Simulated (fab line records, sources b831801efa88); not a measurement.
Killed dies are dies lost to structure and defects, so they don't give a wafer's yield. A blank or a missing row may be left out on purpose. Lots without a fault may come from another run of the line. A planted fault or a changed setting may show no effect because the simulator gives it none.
fab line records | flow gf180mcu
record lots=15 wafers=45 last_day=32
route steps=602 shown STI@25 NWELL@49 MVSD@74 VT_IMPLANT@108
lots that met no fault: from a run of the same line without faults
start_h: hours from the record's first day to the start of the lot's first wafer shown | wait_h: hours since the lot's step before | " the same as in the row above | L1.1+2: a row that stands for several wafers | - no value, or no start given | * or withheld: withheld | < > ~ a bound
route shown NAME@n: a module of which the file shows steps, and the number in the route of the first | usual: mean/standard deviation of fault-free wafers | same: alike in all rows | chamber/n: place in a boat | sites: the reading at each site | _std_site: their standard deviation | _edge_site: outer sites' mean less inner sites' | radius_mm: how far each site lies from the wafer's centre | mask NAME#n: copy n | behind: the tool/chamber that last shaped the wafer | hold: why the lot was held/for how many hours/how that ended | device: the transistor (n, p or np) that didn't switch | end of line: the same wafers' tests at the end of the route | a step without rows: its recipe alone | killed: dies lost to structure and defects at the first sort, not the wafer's yield | map: a wafer's dies, x killed, . not, _ none there
set.NAME: the setting as run; set.NAME@STEP: as run at that earlier step | model.NAME: the simulator's own value behind a step, which no gauge read
steps of the route over a sample of lots; a table a step, a row a wafer
services: from which hour (start_h, from the record's first day; less than 0 if before it) a tool's chamber was out of use, for how many hours, and why
## steps
# step GF_STI_THK_MEAS_24
# recipe reads=SiO2_of_STI_CVD_23
# usual STI_CVD_23_THK=652/6.7
# columns lot.wafer tool chamber start_h wait_h STI_CVD_23_THK[nm]
L839.2 film_metro-04 - 30.05 0.0 659
L839.3 " - " " 651
L839.6 " - " " 657
L840.1 film_metro-04 - 32.94 0.0 654
L840.5 " - " " 661
L840.6 " - " " 646
L841.4 film_metro-01 - 39.51 0.0 651
L841.5 " - " " 660
L841.6 " - " " 651
L842.1 film_metro-01 - 44.17 0.0 664
L842.3 " - " " 650
L842.5 " - " " 653
L843.2 film_metro-04 - 47.79 0.0 652
L843.5 " - " " 652
L843.6 " - " " 657
L844.1 film_metro-04 - 53.13 0.0 654
L844.2 " - " " 667
L844.3 " - " " 653
L845.2 film_metro-04 - 58.69 0.0 657
L845.4 " - " " 655
L845.5 " - " " 655
L847.2 film_metro-03 - 69.90 0.0 648
L847.5 " - " " 646
L847.6 " - " " 646
L848.1 film_metro-01 - 73.59 0.0 642
L848.3 " - " " 638
L848.6 " - " " 643
L849.2 film_metro-03 - 78.81 0.0 651
L849.3 " - " " 647
L849.4 " - " " 655
L850.1 film_metro-03 - 85.50 0.0 646
L850.2 " - " " 652
L850.6 " - " " 657
L852.1 film_metro-01 - 93.86 0.0 636
L852.2 " - " " 654
L852.6 " - " " 655
L853.2 film_metro-03 - 101.14 0.0 661
L853.5 " - " " 655
L853.6 " - " " 654
L854.3 film_metro-04 - 104.76 0.1 651
L854.4 " - " " 652
L854.6 " - " " 651
L855.2 film_metro-04 - 110.74 0.0 656
L855.3 " - " " 650
L855.4 " - " " 652
# step GF_NWELL_OVL_MEAS_07
# usual NWELL_OVL=0.2/1.6
# columns lot.wafer tool chamber start_h wait_h NWELL_OVL[nm]
L839.2 overlay-02 - 58.17 - -2.8
L839.3 " - " " -2.3
L839.6 " - " " -0.3
L840.1 overlay-01 - 60.83 - 1.6
L840.5 " - " " -0.8
L840.6 " - " " -1.0
L841.4 overlay-02 - 69.23 - 0.7
L841.5 " - " " -1.1
L841.6 " - " " -1.2
L842.1 overlay-02 - 73.10 - 0.2
L842.3 " - " " -0.1
L842.5 " - " " -1.9
L843.2 overlay-01 - 76.45 - -1.7
L843.5 " - " " -1.8
L843.6 " - " " -5.0
L844.1 overlay-02 - 81.73 - -0.5
L844.2 " - " " -1.2
L844.3 " - " " -1.6
L845.2 overlay-02 - 87.74 - 1.3
L845.4 " - " " 2.6
L845.5 " - " " 3.2
L847.2 overlay-01 - 98.85 - -0.1
L847.5 " - " " -1.8
L847.6 " - " " -1.7
L848.1 overlay-02 - 102.80 - -1.5
L848.3 " - " " -2.7
L848.6 " - " " 0.3
L849.2 overlay-01 - 110.44 - 1.2
L849.3 " - " " 0.6
L849.4 " - " " 1.2
L850.1 overlay-01 - 115.80 - 0.7
L850.2 " - " " -0.7
L850.6 " - " " 0.1
L852.1 overlay-02 - 126.78 - -0.7
L852.2 " - " " -1.9
L852.6 " - " " -0.6
L853.2 overlay-01 - 132.47 - 1.7
L853.5 " - " " 0.9
L853.6 " - " " 1.5
L854.3 overlay-01 - 137.20 - 1.7
L854.4 " - " " 1.0
L854.6 " - " " 0.8
L855.2 overlay-01 - 143.02 - -0.5
L855.3 " - " " -1.4
L855.4 " - " " -2.4
# step GF_MVSD_IMPLANT_08
# recipe species=P energy_kev=400 dose_cm2=1.6e+13 tilt_deg=0
# usual implant_ion_amu=31/0
# columns lot.wafer tool chamber start_h wait_h implant_ion_amu
L839.2 implanter-04 0 84.83 0.0 31
L839.3 " 0 " " 31
L839.6 " 0 " " 31
L840.1 implanter-04 0 87.73 0.0 31
L840.5 " 0 " " 31
L840.6 " 0 " " 31
L841.4 implanter-03 0 96.89 0.1 31
L841.5 " 0 " " 31
L841.6 " 0 " " 31
L842.1 implanter-01 0 101.02 0.0 31
L842.3 " 0 " " 31
L842.5 " 0 " " 31
L843.2 implanter-03 0 103.64 0.0 31
L843.5 " 0 " " 31
L843.6 " 0 " " 31
L844.1 implanter-04 0 110.12 0.0 31
L844.2 " 0 " " 31
L844.3 " 0 " " 31
L845.2 implanter-03 0 116.21 0.0 31
L845.4 " 0 " " 31
L845.5 " 0 " " 31
L847.2 implanter-04 0 127.88 0.0 31
L847.5 " 0 " " 31
L847.6 " 0 " " 31
L848.1 implanter-03 0 132.52 0.0 31
L848.3 " 0 " " 31
L848.6 " 0 " " 31
L849.2 implanter-01 0 140.13 0.0 31
L849.3 " 0 " " 31
L849.4 " 0 " " 31
L850.1 implanter-03 0 146.55 0.0 31
L850.2 " 0 " " 31
L850.6 " 0 " " 31
L852.1 implanter-01 0 157.65 0.0 75
L852.2 " 0 " " 75
L852.6 " 0 " " 75
L853.2 implanter-03 0 164.37 0.0 75
L853.5 " 0 " " 75
L853.6 " 0 " " 75
L854.3 implanter-04 0 168.05 0.1 75
L854.4 " 0 " " 75
L854.6 " 0 " " 75
L855.2 implanter-03 0 175.06 0.1 75
L855.3 " 0 " " 75
L855.4 " 0 " " 75
# step GF_MVSD_TW_MEAS_11
# usual MVSD_TW=1589/20
# columns lot.wafer tool chamber start_h wait_h MVSD_TW
L839.2 film_metro-04 - 85.21 0.1 1606
L839.3 " - " " 1593
L839.6 " - " " 1593
L840.1 film_metro-01 - 88.13 0.1 1589
L840.5 " - " " 1580
L840.6 " - " " 1592
L841.4 film_metro-04 - 97.25 0.1 1609
L841.5 " - " " 1607
L841.6 " - " " 1608
L842.1 film_metro-01 - 101.42 0.1 1580
L842.3 " - " " 1581
L842.5 " - " " 1584
L843.2 film_metro-02 - 104.03 0.1 1558
L843.5 " - " " 1562
L843.6 " - " " 1550
L844.1 film_metro-01 - 110.52 0.1 1584
L844.2 " - " " 1584
L844.3 " - " " 1594
L845.2 film_metro-02 - 116.59 0.1 1544
L845.4 " - " " 1555
L845.5 " - " " 1554
L847.2 film_metro-04 - 128.26 0.1 1594
L847.5 " - " " 1605
L847.6 " - " " 1612
L848.1 film_metro-02 - 132.92 0.1 1571
L848.3 " - " " 1567
L848.6 " - " " 1563
L849.2 film_metro-04 - 140.51 0.1 1609
L849.3 " - " " 1620
L849.4 " - " " 1601
L850.1 film_metro-01 - 146.95 0.1 1592
L850.2 " - " " 1589
L850.6 " - " " 1573
L852.1 film_metro-04 - 158.05 0.1 2434
L852.2 " - " " 2442
L852.6 " - " " 2438
L853.2 film_metro-02 - 164.76 0.1 2370
L853.5 " - " " 2370
L853.6 " - " " 2373
L854.3 film_metro-02 - 168.42 0.1 2370
L854.4 " - " " 2378
L854.6 " - " " 2369
L855.2 film_metro-04 - 175.44 0.1 2428
L855.3 " - " " 2429
L855.4 " - " " 2433
# step GF_VT_IMPLANT_OVL_MEAS_18
# usual VT_IMPLANT_01_OVL=0.0/1.7
# columns lot.wafer tool chamber start_h wait_h VT_IMPLANT_01_OVL[nm]
L839.2 overlay-02 - 127.90 0.1 -1.9
L839.3 " - " " 1.1
L839.6 " - " " -0.7
L840.1 overlay-01 - 130.81 0.1 -0.8
L840.5 " - " " 0.0
L840.6 " - " " 0.4
L841.4 overlay-01 - 140.86 0.1 0.3
L841.5 " - " " 1.4
L841.6 " - " " 1.6
L842.1 overlay-01 - 145.51 0.1 -0.8
L842.3 " - " " -1.7
L842.5 " - " " -1.7
L843.2 overlay-01 - 149.34 0.1 -0.2
L843.5 " - " " -0.2
L843.6 " - " " 0.6
L844.1 overlay-02 - 154.38 0.1 0.6
L844.2 " - " " -0.9
L844.3 " - " " 0.5
L845.2 overlay-02 - 161.65 0.1 0.1
L845.4 " - " " 2.3
L845.5 " - " " 3.3
L847.2 overlay-02 - 174.59 0.1 -1.3
L847.5 " - " " -2.3
L847.6 " - " " -1.9
L848.1 overlay-01 - 180.49 0.1 -0.3
L848.3 " - " " 2.1
L848.6 " - " " 1.3
L849.2 overlay-01 - 187.70 0.1 -0.8
L849.3 " - " " 0.5
L849.4 " - " " 0.1
L850.1 overlay-01 - 194.21 0.1 -0.6
L850.2 " - " " -1.1
L850.6 " - " " 0.0
L852.1 overlay-01 - 207.44 0.1 1.1
L852.2 " - " " -1.1
L852.6 " - " " 0.2
L853.2 overlay-01 - 214.84 0.1 2.1
L853.5 " - " " 2.5
L853.6 " - " " 0.5
L854.3 overlay-01 - 218.64 0.1 2.7
L854.4 " - " " -0.2
L854.6 " - " " 0.3
L855.2 overlay-01 - 226.55 0.1 1.3
L855.3 " - " " 0.5
L855.4 " - " " -1.0
# step GF_VT_IMPLANT_RS_MEAS_46
# recipe thk_meas_gauge=four-point-probe
# usual MVSD_RS=456.3/1.1
# columns lot.wafer tool chamber start_h wait_h MVSD_RS[ohm/sq]
L839.2 film_metro-02 - 159.53 0.1 456.7
L839.3 " - " " 456.6
L839.6 " - " " 457.4
L840.1 film_metro-04 - 161.78 0.1 455.5
L840.5 " - " " 455.3
L840.6 " - " " 455.2
L841.4 film_metro-04 - 172.82 0.1 456.4
L841.5 " - " " 456.0
L841.6 " - " " 457.1
L842.1 film_metro-02 - 177.64 0.1 456.6
L842.3 " - " " 458.2
L842.5 " - " " 458.3
L843.2 film_metro-04 - 181.96 0.1 458.2
L843.5 " - " " 457.3
L843.6 " - " " 458.0
L844.1 film_metro-01 - 187.17 0.1 457.8
L844.2 " - " " 456.8
L844.3 " - " " 456.0
L845.2 film_metro-02 - 193.96 0.1 458.5
L845.4 " - " " 457.9
L845.5 " - " " 458.3
L847.2 film_metro-02 - 208.65 0.1 455.9
L847.5 " - " " 455.6
L847.6 " - " " 455.8
L848.1 film_metro-01 - 214.43 0.1 456.8
L848.3 " - " " 457.3
L848.6 " - " " 456.2
L849.2 film_metro-01 - 222.43 0.1 456.3
L849.3 " - " " 457.0
L849.4 " - " " 457.1
L850.1 film_metro-01 - 229.33 0.1 455.7
L850.2 " - " " 455.6
L850.6 " - " " 455.7
L852.1 film_metro-04 - 242.49 0.1 -
L852.2 " - " " -
L852.6 " - " " -
L853.2 film_metro-04 - 249.48 0.1 -
L853.5 " - " " -
L853.6 " - " " -
L854.3 film_metro-01 - 255.28 0.1 -
L854.4 " - " " -
L854.6 " - " " -
L855.2 film_metro-04 - 264.60 0.1 -
L855.3 " - " " -
L855.4 " - " " -
## services
# columns tool chamber start_h hours kind
implanter-03 - 108.14 1.0 repair
implanter-03 - 112.60 2.3 repair
implanter-04 - 156.91 3.7 pm
implanter-04 - 174.72 4.8 pm
## key
first_sign step=GF_MVSD_IMPLANT_08 reading=implant_ion_amu direction=up sigmas=99+ usual=31 struck=75
effect step=GF_MVSD_TW_MEAS_11 reading=MVSD_TW direction=up sigmas=41 usual=1589 struck=2403
effect step=GF_VT_IMPLANT_RS_MEAS_46 reading=MVSD_RS direction=missing
met_at GF_MVSD_IMPLANT_08
struck_lots L852,L853,L854,L855
rows_end L852.1,L852.2,L852.6,L855.2,L855.3,L855.4
tester_left_out L853,L854
not_acting_at GF_STI_THK_MEAS_24,GF_NWELL_OVL_MEAS_07,GF_VT_IMPLANT_OVL_MEAS_18
onset_between 146.55 157.65
fault kind=wrong_recipe_download tool=implanter-01,implanter-03,implanter-04 chamber=- onset_h=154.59 steps=GF_MVSD_IMPLANT_08 wrong_recipe.not_listed=1
# tester_left_out: of these lots the tester's yield and bins aren't shown, on N5 and GAA mostly nor the transistor test; their killed dies are dies lost to structure and defects alone, not to doping, threshold or leakage, so they don't give the yield
# rows_end: these wafers met a further fault down the route, and their rows from its step on are left out
